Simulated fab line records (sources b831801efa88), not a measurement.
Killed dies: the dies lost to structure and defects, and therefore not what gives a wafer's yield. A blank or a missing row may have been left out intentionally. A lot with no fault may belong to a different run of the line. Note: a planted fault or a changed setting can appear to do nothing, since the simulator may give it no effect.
Which tool did it?    flow gf180mcu    18 wafers sampled from 6 lots at 1 step of a route of 602

WHAT EACH GAUGE READ, for each wafer
GF_V5_CD_MEAS_14: target cd 260 nm.
lot   measured      on         cd nm (nm)
L338  day 27 22:04  cd sem-02  261.7 260.3 262.2
L342  day 29 05:12  cd sem-01  260.4 260.8 261.2
L347  day 30 18:40  cd sem-02  259.5 260.1 259.6
L350  day 31 07:04  cd sem-01  259.3 260.0 259.7
L356  day 32 22:34  cd sem-01  261.7 260.2 260.3
L359  day 33 10:59  cd sem-01  260.3 260.7 261.3

TOOL THAT RAN EACH LOT (tool first, then ch and the chambers of the sampled wafers, then the start)
Record: no process step prior to these readings.

THE ANSWER, worked out from the rows above alone
Rule: usual is defined by the lots themselves. The widest of any qualifying gaps counts: lots, ordered by their means at a reading, are off when they make up no more than a third of the lots, leave a main group of 4 or more, and stand apart from it by 3 or more times the standard deviation of that group's means. The tables above print the reading to a certain number of digits; a main group whose means all agree to those digits is not used. Also off: a lot with no number at a reading for which 4 or more lots have one. All remaining lots with rows at the step are treated as sound.
Off at GF_V5_CD_MEAS_14 (cd nm): L347, L350. The main group has a mean of 260.9 nm with a standard deviation of 0.28.
A tool fits if, at a process step before that reading, it ran every lot that is off, and no sound lot after the first of them. Gauges at GF_V5_CD_MEAS_14: tried the same way as those tools. No candidate that was tried fits.

WHAT THE SIMULATOR PUT IN
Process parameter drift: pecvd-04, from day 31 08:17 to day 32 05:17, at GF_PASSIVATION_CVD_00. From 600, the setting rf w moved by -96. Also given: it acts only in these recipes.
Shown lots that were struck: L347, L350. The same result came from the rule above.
